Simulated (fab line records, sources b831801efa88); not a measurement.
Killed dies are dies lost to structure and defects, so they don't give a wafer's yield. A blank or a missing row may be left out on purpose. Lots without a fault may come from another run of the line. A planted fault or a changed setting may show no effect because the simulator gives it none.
fab line records | flow sky130
record lots=7 wafers=21 last_day=50
route steps=708 shown SONOS_TUNNEL@156 SONOS_ONO@168 PAD_OPEN@708
lots that met no fault: from a run of the same line without faults
start_h: hours from the record's first day to the start of the lot's first wafer shown | wait_h: hours since the lot's step before | " the same as in the row above | L1.1+2: a row that stands for several wafers | - no value, or no start given | * or withheld: withheld | < > ~ a bound
route shown NAME@n: a module of which the file shows steps, and the number in the route of the first | usual: mean/standard deviation of fault-free wafers | same: alike in all rows | chamber/n: place in a boat | sites: the reading at each site | _std_site: their standard deviation | _edge_site: outer sites' mean less inner sites' | radius_mm: how far each site lies from the wafer's centre | mask NAME#n: copy n | behind: the tool/chamber that last shaped the wafer | hold: why the lot was held/for how many hours/how that ended | device: the transistor (n, p or np) that didn't switch | end of line: the same wafers' tests at the end of the route | a step without rows: its recipe alone | killed: dies lost to structure and defects at the first sort, not the wafer's yield | map: a wafer's dies, x killed, . not, _ none there
set.NAME: the setting as run; set.NAME@STEP: as run at that earlier step | model.NAME: the simulator's own value behind a step, which no gauge read
lots at some steps of the route; a table a step, a row a wafer
services: from which hour (start_h, from the record's first day; less than 0 if before it) a tool's chamber was out of use, for how many hours, and why
## steps
# step SKY_SONOS_TUNNEL_COAT_02
# recipe resist=NOVOLAK spin_rpm=3000 resist_thk_nm=1140
# step SKY_SONOS_TUNNEL_SOFTBAKE_03
# recipe temp_c=90 time_s=60 resist=NOVOLAK
# step SKY_SONOS_TUNNEL_EXPOSE_04
# recipe mask_id=TUNM na=0.6 source_shape=conventional sigma_outer=0.6 polarization=unpolarized target_cd_nm=410 dose_mj=136
# step SKY_SONOS_TUNNEL_PEB_05
# recipe temp_c=withheld time_s=* resist=NOVOLAK
# step SKY_SONOS_TUNNEL_DEVELOP_06
# recipe resist=NOVOLAK developer=TMAH develop_time_s=60 dev_temp_c=23
# step SKY_SONOS_TUNNEL_CD_MEAS_07
# recipe target_cd_nm=410
# usual cd_nm=409.5/1.9
# columns lot.wafer tool chamber start_h wait_h cd_nm
L668.2 cd_sem-02 - 254.01 0.1 410.8
L668.4 " - " " 412.0
L668.6 " - " " 412.2
L677.1 cd_sem-02 - 325.10 0.1 410.1
L677.3 " - " " 410.0
L677.5 " - " " 412.4
L678.2 cd_sem-01 - 327.27 0.1 411.4
L678.4 " - " " 412.5
L678.6 " - " " 412.6
L679.2 cd_sem-01 - 339.11 0.1 406.8
L679.4 " - " " 405.9
L679.6 " - " " 406.3
L687.1 cd_sem-01 - 403.29 0.1 410.8
L687.2 " - " " 412.5
L687.5 " - " " 409.4
L689.2 cd_sem-01 - 427.86 0.1 408.0
L689.3 " - " " 407.4
L689.5 " - " " 407.0
L690.2 cd_sem-01 - 442.52 0.1 409.5
L690.3 " - " " 410.9
L690.4 " - " " 411.7
# step SKY_SONOS_TUNNEL_OVL_MEAS_08
# usual SONOS_TUNNEL_OVL=0.0/1.6
# columns lot.wafer tool chamber start_h wait_h SONOS_TUNNEL_OVL[nm]
L668.2 overlay-01 - 254.12 0.1 2.2
L668.4 " - " " -0.3
L668.6 " - " " 0.4
L677.1 overlay-02 - 325.22 0.1 -1.3
L677.3 " - " " -0.8
L677.5 " - " " -1.8
L678.2 overlay-01 - 327.38 0.1 0.8
L678.4 " - " " 2.4
L678.6 " - " " 1.4
L679.2 overlay-02 - 339.22 0.1 0.6
L679.4 " - " " -1.4
L679.6 " - " " 0.5
L687.1 overlay-02 - 403.41 0.1 -2.6
L687.2 " - " " -1.1
L687.5 " - " " -1.6
L689.2 overlay-02 - 427.98 0.1 0.6
L689.3 " - " " -0.7
L689.5 " - " " 0.2
L690.2 overlay-02 - 442.63 0.1 -0.1
L690.3 " - " " -0.3
L690.4 " - " " -1.7
# step SKY_SONOS_TUNNEL_IMPLANT_09
# recipe species=B energy_kev=20 dose_cm2=1e+12 tilt_deg=withheld
# step SKY_SONOS_TUNNEL_WET_ETCH_10
# recipe chemistry=dHF target_depth_nm=14 target=SiO2 dilution=100:1 temp_c=25 time_s=280
# step SKY_SONOS_TUNNEL_STRIP_11
# recipe chemistry=SPM time_s=600 temp_c=130
# step SKY_SONOS_TUNNEL_TW_MEAS_12
# usual SONOS_TUNNEL_TW=196.7/2.3
# columns lot.wafer tool chamber start_h wait_h SONOS_TUNNEL_TW
L668.2 film_metro-04 - 254.76 0.0 199.8
L668.4 " - " " 200.6
L668.6 " - " " 200.3
L677.1 film_metro-04 - 325.67 0.0 198.1
L677.3 " - " " 197.8
L677.5 " - " " 198.2
L678.2 film_metro-03 - 327.83 0.0 195.1
L678.4 " - " " 194.1
L678.6 " - " " 194.5
L679.2 film_metro-04 - 339.67 0.0 198.5
L679.4 " - " " 198.5
L679.6 " - " " 200.2
L687.1 film_metro-03 - 403.88 0.0 194.8
L687.2 " - " " 194.5
L687.5 " - " " 195.5
L689.2 film_metro-03 - 428.43 0.0 197.1
L689.3 " - " " 197.0
L689.5 " - " " 196.6
L690.2 film_metro-03 - 443.08 0.0 196.6
L690.3 " - " " 194.9
L690.4 " - " " 195.3
# step SKY_SONOS_TUNNEL_CLEAN_13
# recipe chemistry=dHF time_s=20 dilution=100:1 dry=ipa_marangoni
# step SKY_SONOS_ONO_OXIDATION_00
# recipe temp_c=800 ambient=O2 idle_temp_c=700 ramp_up_c_per_min=10 ramp_down_c_per_min=3 stabilise_s=600 purge_s=300 target_thk_a=26 ox_time_s=1249
# usual tube_center_temp_C=800/0.074 zone_power_bottom_pct=20.9/0.6
# columns lot.wafer tool chamber start_h wait_h tube_center_temp_C zone_power_bottom_pct model.SiO2_of_SONOS_ONO_OXIDATION_00.thk_nm
L668.2 furnace-01 0 255.75 0.9 800.12 21.4 2.553
L668.4 " 0 " " 800.07 21.1 2.532
L668.6 " 0 " " 800.04 21.5 2.52
L677.1 furnace-02 0 325.74 0.0 800.07 20.5 3.445
L677.3 " 0 " " 799.97 20.4 3.429
L677.5 " 0 " " 799.99 20.4 3.484
L678.2 furnace-02 0 328.26 0.4 799.98 20.7 3.466
L678.4 " 0 " " 799.91 20.1 3.45
L678.6 " 0 " " 800.09 20.5 3.451
L679.2 furnace-02 0 339.73 0.0 800.03 20.0 3.351
L679.4 " 0 " " 800.13 20.3 3.383
L679.6 " 0 " " 800 20.4 3.375
L687.1 furnace-02 0 405.02 1.1 799.97 20.3 2.537
L687.2 " 0 " " 799.9 20.3 2.573
L687.5 " 0 " " 799.92 20.7 2.562
L689.2 furnace-01 0 428.50 0.0 800.08 21.8 2.604
L689.3 " 0 " " 799.97 21.5 2.617
L689.5 " 0 " " 800.07 21.3 2.608
L690.2 furnace-01 0 443.14 0.0 800.06 21.4 2.707
L690.3 " 0 " " 800.04 21.8 2.639
L690.4 " 0 " " 800.03 21.8 2.675
# step SKY_SONOS_ONO_THK_MEAS_01
# recipe reads=SiO2_of_SONOS_ONO_OXIDATION_00
# usual SONOS_ONO_OXIDATION_THK=2.58/0.06
# columns lot.wafer tool chamber start_h wait_h SONOS_ONO_OXIDATION_THK[nm]
L668.2 film_metro-02 - 257.11 0.0 2.50
L668.4 " - " " 2.51
L668.6 " - " " 2.50
L677.1 film_metro-01 - 327.09 0.0 3.40
L677.3 " - " " 3.43
L677.5 " - " " 3.47
L678.2 film_metro-02 - 329.62 0.0 3.51
L678.4 " - " " 3.44
L678.6 " - " " 3.38
L679.2 film_metro-01 - 341.09 0.0 3.35
L679.4 " - " " 3.32
L679.6 " - " " 3.38
L687.1 film_metro-04 - 406.36 0.0 2.52
L687.2 " - " " 2.56
L687.5 " - " " 2.58
L689.2 film_metro-04 - 429.85 0.0 2.66
L689.3 " - " " 2.67
L689.5 " - " " 2.61
L690.2 film_metro-02 - 444.50 0.0 2.73
L690.3 " - " " 2.61
L690.4 " - " " 2.68
# step SKY_SONOS_ONO_CVD_02
# recipe material=Si3N4 precursor=DCS/NH3 target_thk_nm=10.5 temp_c=770 time_s=180 pressure_mtorr=250
# step SKY_PAD_OPEN_PROBE_99
# columns lot.wafer tool chamber start_h wait_h model.etest.sonos_erased.drive_ua_um model.etest.sonos_uncharged.r_on_ohm_um model.etest.sonos_erased.vt_v model.etest.cap_ono.gate_log10_a_cm2 model.etest.cap_ono.gate_bv_v model.etest.cap_ono.tox_acc_nm model.etest.sonos_programmed.vt_v model.etest.sonos_programmed.off_log10_a_um
L668.2 prober-02 - 1078.57 0.1 215.6 821.3 -2.35 -7.703 16.34 12.73 1.531 -13.98
L668.4 prober-02 - 1078.67 0.2 191.7 804.8 -2.326 -7.785 16.13 12.76 1.527 -13.8
L668.6 prober-02 - 1078.77 0.2 232.3 820.5 -2.397 -7.621 16.34 12.65 1.587 -13.96
L677.1 prober-01 - 1133.55 0.1 20.92 818.3 -0.379 -8.768 17.65 13.51 1.13 -13.73
L677.3 prober-01 - 1133.65 0.2 20.88 826 -0.3799 -8.675 17.22 13.42 1.164 -13.87
L677.5 prober-01 - 1133.75 0.2 23.75 833 -0.4395 -8.773 17.25 13.57 1.072 -13.51
L678.2 prober-02 - 1137.21 0.1 20.99 823.5 -0.3831 -9.243 17.65 13.87 0.8942 -12.6
L678.4 prober-02 - 1137.31 0.2 19.19 849.2 -0.3548 -9.114 17.35 13.77 0.9528 -13.27
L679.2 prober-01 - 1143.43 0.1 21 823.2 -0.3704 -8.857 17.5 13.58 1.161 -13.89
L679.4 prober-01 - 1143.53 0.2 24.04 813.9 -0.4338 -8.797 17.08 13.6 1.147 -13.89
L679.6 prober-01 - 1143.63 0.2 21.3 832 -0.3905 -8.929 17.31 13.6 1.089 -13.82
L687.1 prober-02 - 1185.24 0.1 192.5 827 -2.313 -7.827 16.14 12.78 1.5 -13.97
L687.2 prober-02 - 1185.29 0.1 210.8 825.9 -2.304 -7.962 16.39 12.91 1.466 -13.97
L687.5 prober-02 - 1185.44 0.2 171.3 828.8 -2.251 -7.92 16.7 12.9 1.459 -14.04
L689.2 prober-01 - 1195.20 0.1 184.9 838.9 -2.273 -7.762 16.54 12.82 1.488 -13.95
L689.3 prober-01 - 1195.25 0.2 169 804.5 -2.282 -7.72 16.36 12.74 1.534 -14.04
L689.5 prober-01 - 1195.35 0.2 197.4 818 -2.321 -7.881 16.24 12.74 1.501 -14.02
L690.2 prober-02 - 1204.08 0.1 153.6 803.7 -2.158 -8.148 16.26 12.96 1.427 -13.92
L690.3 prober-02 - 1204.13 0.2 189.9 829.5 -2.28 -7.845 17.04 12.8 1.491 -13.96
L690.4 prober-02 - 1204.18 0.2 205.7 800.2 -2.232 -8.136 16.25 12.92 1.406 -13.94
# killed by level:class
L668.2 CONTACT:geometric_particle:open=12 VIA2:geometric_particle:open=11 VIA1:geometric_particle:open=10 LI_CONTACT:geometric_particle:open=8 FIELD_ISO:geometric_particle:short=6 METAL4:geometric_particle:short=5 METAL1:geometric_particle:short=5 CONTACT:geometric_particle:short=4
L668.4 CONTACT:geometric_particle:open=10 POLY_GATE:geometric_particle:open=6 LI_CONTACT:geometric_particle:open=6 POLY_GATE:geometric_particle:short=5 VIA3:geometric_particle:open=5 FIELD_ISO:geometric_particle:open=4 LOCAL_INTERCONNECT:geometric_particle:short=4 VIA1:geometric_particle:open=4
L668.6 VIA1:geometric_particle:open=10 VIA3:geometric_particle:open=9 FIELD_ISO:geometric_particle:short=8 LI_CONTACT:geometric_particle:open=6 FIELD_ISO:geometric_particle:open=5 POLY_GATE:geometric_particle:open=5 POLY_GATE:geometric_particle:short=5 CONTACT:geometric_particle:open=5
L677.1 VIA1:geometric_particle:open=11 VIA3:geometric_particle:open=9 POLY_GATE:geometric_particle:short=6 VIA2:geometric_particle:short=6 CONTACT:geometric_particle:open=6 VIA2:geometric_particle:open=6 LI_CONTACT:geometric_particle:short=5 LI_CONTACT:geometric_particle:open=5
L677.3 CONTACT:geometric_particle:open=9 VIA1:geometric_particle:open=9 VIA2:geometric_particle:open=8 VIA3:geometric_particle:open=7 LI_CONTACT:geometric_particle:open=6 POLY_GATE:geometric_particle:short=5 POLY_GATE:geometric_particle:open=5 VIA1:geometric_particle:short=4
L677.5 CONTACT:geometric_particle:open=10 VIA2:geometric_particle:open=8 LI_CONTACT:geometric_particle:open=7 VIA1:geometric_particle:open=6 FIELD_ISO:geometric_particle:open=5 METAL2:geometric_particle:short=5 METAL1:geometric_particle:short=5 CONTACT:geometric_particle:short=5
L679.2 LI_CONTACT:geometric_particle:open=9 CONTACT:geometric_particle:short=9 VIA1:geometric_particle:open=8 METAL2:geometric_particle:short=7 VIA1:geometric_particle:short=6 VIA3:geometric_particle:open=6 VIA2:geometric_particle:open=5 METAL1:geometric_particle:short=4
L679.4 CONTACT:geometric_particle:open=9 VIA1:geometric_particle:open=8 VIA2:geometric_particle:open=8 VIA1:geometric_particle:short=7 METAL2:geometric_particle:short=6 LI_CONTACT:geometric_particle:open=5 METAL4:geometric_particle:short=5 CONTACT:geometric_particle:short=4
L679.6 VIA1:geometric_particle:open=9 LI_CONTACT:geometric_particle:open=7 CONTACT:geometric_particle:open=7 FIELD_ISO:geometric_particle:open=6 METAL4:geometric_particle:short=6 VIA1:geometric_particle:short=5 METAL2:geometric_particle:short=5 METAL3:geometric_particle:short=5
L687.1 VIA1:geometric_particle:open=11 LI_CONTACT:geometric_particle:open=9 VIA1:geometric_particle:short=9 POLY_GATE:geometric_particle:short=7 CONTACT:geometric_particle:open=7 METAL1:geometric_particle:short=7 METAL2:geometric_particle:short=6 POLY_GATE:geometric_particle:open=6
L687.2 CONTACT:geometric_particle:open=14 VIA1:geometric_particle:open=10 METAL1:geometric_particle:short=7 VIA2:geometric_particle:open=7 VIA1:geometric_particle:short=5 CONTACT:geometric_particle:short=4 POLY_GATE:geometric_particle:short=3 LI_CONTACT:geometric_particle:open=3
L687.5 CONTACT:geometric_particle:open=14 VIA1:geometric_particle:open=12 LI_CONTACT:geometric_particle:open=10 LOCAL_INTERCONNECT:geometric_particle:short=8 CONTACT:geometric_particle:short=8 VIA2:geometric_particle:open=6 POLY_GATE:geometric_particle:short=5 VIA1:geometric_particle:short=5
L689.2 VIA1:geometric_particle:open=12 VIA2:geometric_particle:open=12 LI_CONTACT:geometric_particle:open=9 CONTACT:geometric_particle:open=9 VIA1:geometric_particle:short=8 VIA3:geometric_particle:open=6 FIELD_ISO:geometric_particle:open=5 FIELD_ISO:geometric_particle:short=5
L689.3 CONTACT:geometric_particle:open=10 VIA1:geometric_particle:open=8 VIA3:geometric_particle:open=8 POLY_GATE:geometric_particle:short=6 METAL1:geometric_particle:short=6 VIA1:geometric_particle:short=6 VIA2:geometric_particle:open=5 METAL2:geometric_particle:short=4
L689.5 VIA1:geometric_particle:short=11 VIA1:geometric_particle:open=11 CONTACT:geometric_particle:open=10 POLY_GATE:geometric_particle:open=8 VIA3:geometric_particle:open=6 FIELD_ISO:geometric_particle:open=5 POLY_GATE:geometric_particle:short=5 VIA3:geometric_particle:short=4
L690.2 CONTACT:geometric_particle:open=8 LI_CONTACT:geometric_particle:open=7 CONTACT:geometric_particle:short=7 VIA1:geometric_particle:open=7 VIA2:geometric_particle:open=7 VIA3:geometric_particle:open=7 POLY_GATE:geometric_particle:short=5 VIA3:geometric_particle:short=5
L690.3 VIA1:geometric_particle:short=9 CONTACT:geometric_particle:short=7 CONTACT:geometric_particle:open=7 LOCAL_INTERCONNECT:geometric_particle:short=6 VIA1:geometric_particle:open=6 VIA2:geometric_particle:open=6 FIELD_ISO:geometric_particle:open=5 LI_CONTACT:geometric_particle:open=5
L690.4 LI_CONTACT:geometric_particle:open=14 VIA2:geometric_particle:short=9 VIA1:geometric_particle:open=8 FIELD_ISO:geometric_particle:open=7 CONTACT:geometric_particle:open=6 CONTACT:geometric_particle:short=5 VIA3:geometric_particle:open=5 METAL2:geometric_particle:short=4
## services
# columns tool chamber start_h hours kind
furnace-02 - 253.39 4.2 repair
furnace-02 - 298.46 3.9 pm
furnace-01 - 367.70 3.7 pm
## key
first_sign step=SKY_SONOS_ONO_THK_MEAS_01 reading=SONOS_ONO_OXIDATION_THK direction=up sigmas=14 usual=2.58 struck=3.41
effect none on later readings
model_effect step=SKY_SONOS_ONO_OXIDATION_00 value=SiO2_of_SONOS_ONO_OXIDATION_00.thk_nm without=2.599 struck=3.426
model_effect step=SKY_PAD_OPEN_PROBE_99 value=etest.sonos_erased.drive_ua_um without=187.9 struck=21.51
met_at SKY_SONOS_ONO_OXIDATION_00
struck_wafers L677.1,L677.3,L677.5,L678.2,L678.4,L678.6,L679.2,L679.4,L679.6
sort_left_out L678.2,L678.4,L678.6
tester_left_out L677,L678,L679
fault kind=process_parameter_drift tool=furnace-02 chamber=- onset_h=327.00 steps=SKY_SONOS_ONO_OXIDATION_00 channel=ox_time_s offset=* shape=step end_h=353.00 acts_in=* stated=*
# tester_left_out: of these lots the tester's yield and bins aren't shown, on N5 and GAA mostly nor the transistor test; their killed dies are dies lost to structure and defects alone, not to doping, threshold or leakage, so they don't give the yield
# sort_left_out: the simulated sort isn't trusted on such a fault, so these wafers' sort isn't shown, and their yield isn't known
